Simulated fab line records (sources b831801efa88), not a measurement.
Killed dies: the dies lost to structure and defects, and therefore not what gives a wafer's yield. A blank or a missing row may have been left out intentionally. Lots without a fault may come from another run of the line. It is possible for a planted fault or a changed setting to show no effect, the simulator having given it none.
Lot-split experiment	flow sfq-line	on a route of 325 steps: 5 lots, 23 wafers read

== ABOUT THE SPLIT ==
At SFQ_TRILAYER_M0_LITHO_PEB_024 (peb time 60 s), the setting peb-temp-c was moved away from the recipe's 115 C on 8 of the 23 wafers read, by -2.3% to +1.8%. The other wafers ran this setting at the recipe's value.

== FROM THE SPLIT TO THE READING: what the file shows between them, 2 steps ==
- SFQ_TRILAYER_M0_LITHO_DEVELOP_023: time 60 s
- SFQ_TRILAYER_M0_BARC_OPEN_METAL_ETCH_031: etches BARC in O2, target depth 125 nm, time 41.7 s

== THE READING ==
M0.cd-nm (the simulator's own value, which no gauge read), in nm, at SFQ_TRILAYER_M0_ETCH_METAL_ETCH_024 (etches Nb in Cl2/Ar, stops on SiO2, target depth 240 nm, time 120 s). No usual value for it is given in the file. Across the 15 wafers here that went through the recipe, the average is 499.8 nm and the standard deviation 1.7 nm.

wafer	tool, chamber at the split	peb-temp-c as run, C	against the recipe	M0.cd-nm, nm	against lot-mates on the recipe
L074.2	litho-track-04, 0	115	recipe	500.3	-
L074.3	litho-track-04, 0	112.5	-2.2%	549.7	+48.4
L074.4	litho-track-04, 0	112.5	-2.2%	551.3	+49.9
L074.5	litho-track-04, 0	112.5	-2.2%	550.1	+48.8
L074.6	litho-track-04, 0	115	recipe	502.4	-
L076.2	litho-track-02, 0	117.1	+1.8%	464.4	-34.5
L076.3	litho-track-02, 0	117.1	+1.8%	464.2	-34.7
L076.4	litho-track-02, 0	115	recipe	500	-
L076.5	litho-track-02, 0	115	recipe	497	-
L076.6	litho-track-02, 0	115	recipe	499.6	-
L080.2	litho-track-04, 0	115	recipe	499	-
L080.3	litho-track-04, 0	115	recipe	500.2	-
L080.6	litho-track-04, 0	115	recipe	499.6	-
L083.1	litho-track-03, 0	115	recipe	500.9	-
L083.2	litho-track-03, 0	112.4	-2.3%	548.8	+48.6
L083.4	litho-track-03, 0	115	recipe	499.5	-
L083.5	litho-track-03, 0	112.4	-2.3%	552.6	+52.4
L083.6	litho-track-03, 0	112.4	-2.3%	548.6	+48.4
L084.1	litho-track-02, 0	115	recipe	497.5	-
L084.3	litho-track-02, 0	115	recipe	497.7	-
L084.4	litho-track-02, 0	115	recipe	502.7	-
L084.5	litho-track-02, 0	115	recipe	502.3	-
L084.6	litho-track-02, 0	115	recipe	498.3	-

THE FIT
A straight line over all 23 wafers: M0.cd-nm changes by -21.9 nm for each +1% of peb-temp-c; r = -1.00; the points scatter about the line by 2.2 nm.
The same after taking each lot's own level away (the mean of its wafers on the recipe; 23 wafers): -21.4 nm for each +1%; r = -1.00; scatter 2.1 nm.
Per that fit: largest peb-temp-c move, reading shift of 48 nm.
From 498.87 to 501.35 nm: that is the span of the lots' own levels, equal to 1.5 times the standard deviation above.
The two slopes are in agreement: the lot-to-lot level therefore moves the slope only a little.
Check: for one of the wafers moved furthest among these (-2.3%), held out of the fit, the line's prediction against its lot-mates is +49.5 nm. It came out at +48.6 nm against them.

== OTHER SPLITS ON THESE WAFERS ==
These wafers also went through other splits before the reading. Each is held against what the fit with the lots' levels taken away leaves over:
other split on the same wafers	wafers away from the commonest value	r with M0.cd-nm (lot level and that fit taken away)
SFQ_TRILAYER_INCOMING_OXIDATION_002 temp-c	15	+0.14
SFQ_TRILAYER_L0_LITHO_COAT_005 spin-rpm	10	+0.17
SFQ_TRILAYER_L0_VIA_LITHO_COAT_018 spin-rpm	6	+0.01
SFQ_TRILAYER_M0_DEP_SPUTTER_019 power-w	6	+0.10
SFQ_TRILAYER_M0_LITHO_COAT_021 spin-rpm	5	-0.16

== THE WHOLE CHAIN: every reading that the file lists as answering this split, in the file's order ==
step	what it does	reading	change (the file's fit)	r (the file's)
SFQ_TRILAYER_M0_BARC_OPEN_METAL_ETCH_031	etches BARC in O2, target depth 125 nm, time 41.7 s	M0.cd-nm (the simulator's own value, which no gauge read)	-22 nm for each +1% of the setting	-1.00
SFQ_TRILAYER_M0_ETCH_METAL_ETCH_024	etches Nb in Cl2/Ar, stops on SiO2, target depth 240 nm, time 120 s	M0.cd-nm (the simulator's own value, which no gauge read)	-21.4 nm for each +1% of the setting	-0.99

== THE FILE'S OWN FIT ==
M0.cd-nm changes by -21.4 nm for each +1% of peb-temp-c, r = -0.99.
